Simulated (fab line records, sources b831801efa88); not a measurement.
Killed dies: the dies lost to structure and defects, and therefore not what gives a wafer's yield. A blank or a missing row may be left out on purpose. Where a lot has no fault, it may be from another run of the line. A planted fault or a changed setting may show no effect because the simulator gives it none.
Which tool did it? -- flow sky130 -- 11 lots with 33 wafers sampled at 5 steps, on a route of 708 steps

== WHAT EACH GAUGE READ, for each wafer ==
SKY_METAL2_OVL_MEAS_16. Usual: METAL2_OVL 0 nm, standard deviation 6.7.
lot,measured,on,METAL2_OVL (nm),flag
L463,day 35 20:56,overlay-02,-9 2 4,
L464,day 35 23:59,overlay-02,5 10 11,
L468,day 36 11:01,overlay-02,-1 1 12,
L467,day 36 15:29,overlay-01,-4 -1 -7,
L469,day 37 17:16,overlay-02,0 -1 4,
L473,day 38 18:44,overlay-01,-6 5 6,
L481,day 40 16:37,overlay-02,12 6 3,
L482,day 40 23:11,overlay-02,7 -12 6,
L483,day 41 05:44,overlay-01,7 -9 2,
L484,day 41 11:50,overlay-02,-8 -1 2,
L485,day 41 18:40,overlay-01,-3 -12 -7,

SKY_CAPM_THK_MEAS_01. Usual: CAPM_CVD_00_THK 15.45 nm, standard deviation 0.23.
lot,measured,on,CAPM_CVD_00_THK (nm),flag
L463,day 37 01:32,film metro-02,15.11 15.33 15.22,
L464,day 37 04:37,film metro-03,15.11 15.53 15.56,
L468,day 37 15:44,film metro-03,15.25 15.48 15.58,
L467,day 37 19:46,film metro-02,15.44 15.69 15.91,
L469,day 38 21:54,film metro-02,15.42 15.57 15.74,
L473,day 39 23:07,film metro-02,15.56 18.33 15.60,OFF
L481,day 41 19:27,film metro-04,15.30 15.42 15.40,
L482,day 42 02:20,film metro-02,15.67 15.88 15.57,
L483,day 42 08:43,film metro-02,15.42 15.71 15.62,
L484,day 42 14:37,film metro-02,15.33 15.61 15.53,
L485,day 42 21:41,film metro-03,15.55 15.16 15.37,

== WHICH TOOL RAN EACH LOT (tool, then ch and the chambers of the sampled wafers, then the start) ==
lot,SKY_METAL1_DESCUM_17,SKY_VIA1_CMP_02,SKY_CAPM_CVD_00
L463,"rie metal-03 ch 0,1, day 33 13:15","cmp-02 ch 0,2, day 33 14:16","pecvd-01 ch 0,1, day 37 01:30"
L464,"rie metal-01 ch 0,1, day 33 17:16","cmp-01 ch 0,2,3, day 33 18:17","pecvd-01 ch 1,2, day 37 04:35"
L468,"rie metal-02 ch 0,1, day 34 03:54","cmp-02 ch 0,1,3, day 34 04:55","pecvd-01 ch 0,2, day 37 15:43"
L467,"rie metal-02 ch 0,1, day 34 08:07","cmp-02 ch 0,3, day 34 09:10","pecvd-03 ch 0,1,2, day 37 19:44"
L469,"rie metal-02 ch 0, day 35 10:31","cmp-01 ch 0,3, day 35 11:47","pecvd-01 ch 0,1,2, day 38 21:52"
L473,"rie metal-01 ch 0,1, day 36 14:04","cmp-02 ch 1,2, day 36 15:02","pecvd-01 ch 0,1,2, day 39 23:05"
L481,"rie metal-01 ch 0,1, day 38 12:28","cmp-01 ch 0,2,3, day 38 13:36","pecvd-02 ch 0,1, day 41 19:25"
L482,"rie metal-01 ch 0,1, day 38 20:22","cmp-02 ch 0,1,2, day 38 21:34","pecvd-02 ch 0,1,2, day 42 02:18"
L483,"rie metal-02 ch 1, day 39 02:49","cmp-02 ch 0,1,2, day 39 03:49","pecvd-02 ch 1,2, day 42 08:41"
L484,"rie metal-03 ch 0,1, day 39 08:39","cmp-02 ch 0,1,3, day 39 09:42","pecvd-02 ch 1,2, day 42 14:35"
L485,"rie metal-02 ch 0,1, day 39 16:13","cmp-02 ch 0,1,2, day 39 17:13","pecvd-03 ch 0,1,2, day 42 21:40"
- SKY_METAL1_DESCUM_17: chemistry O2, time 8 s.
- SKY_VIA1_CMP_02: polishes SiO2.
- SKY_CAPM_CVD_00: deposits SiO2, target thk 15.5 nm.

== WHAT THE TOOLS THEMSELVES READ (means of the sampled wafers that have a number; where no wafer has one, the mark that the record gives instead) ==
SKY_METAL1_DESCUM_17. Usual: drypump motor current A 6.0 A, standard deviation 0.76; oes product au 0.998 a.u., standard deviation 0.0093.
lot,tool,drypump motor current A (A),oes product au (a.u.),flag
L463,rie metal-03,6.0,0.987,
L464,rie metal-01,4.9,1.002,
L468,rie metal-02,6.5,0.999,
L467,rie metal-02,6.7,1.009,
L469,rie metal-02,6.8,1.011,
L473,rie metal-01,4.8,0.996,
L481,rie metal-01,4.9,1.003,
L482,rie metal-01,4.9,1.002,
L483,rie metal-02,6.4,1.011,
L484,rie metal-03,5.9,0.984,
L485,rie metal-02,6.5,1.000,

SKY_VIA1_CMP_02. Usual: motor current A 12.7 A, standard deviation 1.9.
lot,tool,motor current A (A),flag
L463,cmp-02,11.9,
L464,cmp-01,13.3,
L468,cmp-02,13.5,
L467,cmp-02,12.6,
L469,cmp-01,11.7,
L473,cmp-02,12.2,
L481,cmp-01,13.4,
L482,cmp-02,12.1,
L483,cmp-02,12.4,
L484,cmp-02,13.2,
L485,cmp-02,12.3,

SKY_CAPM_CVD_00. Usual: heater power w 722 W, standard deviation 110.
lot,tool,heater power w (W),flag
L463,pecvd-01,781,
L464,pecvd-01,668,
L468,pecvd-01,772,
L467,pecvd-03,748,
L469,pecvd-01,754,
L473,pecvd-01,768,
L481,pecvd-02,718,
L482,pecvd-02,705,
L483,pecvd-02,567,
L484,pecvd-02,602,
L485,pecvd-03,727,

== THE ANSWER, worked out from the rows above alone ==
Rule: lot off if the mean of its wafers having a number is beyond 3 standard deviations from the usual mean. A lot without any number at a reading at which 4 lots or more have one is off too. All remaining lots with rows at the step are treated as sound. Order of review: gauges by route order, followed by the tools' own readings, for which a lot's mean as printed above is used. At the first step where some lot is off, the reading lying furthest off is the one used; lots without a number count as furthest.
Off: at SKY_CAPM_THK_MEAS_01 (CAPM_CVD_00_THK), L473.
If a tool, at a process step before that reading, ran all the lots that are off and no sound lot after the first of them, it fits. Gauges at SKY_CAPM_THK_MEAS_01: tried the same way as those tools. One fits: pecvd-01 at SKY_CAPM_CVD_00. Its last sound lot is L469 (day 38 21:52), its first lot that is off L473 (day 39 23:05): a fault that began between those two fits.

== WHAT THE SIMULATOR PUT IN ==
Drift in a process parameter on pecvd-01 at SKY_CAPM_CVD_00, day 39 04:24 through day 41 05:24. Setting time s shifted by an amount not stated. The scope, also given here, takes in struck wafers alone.
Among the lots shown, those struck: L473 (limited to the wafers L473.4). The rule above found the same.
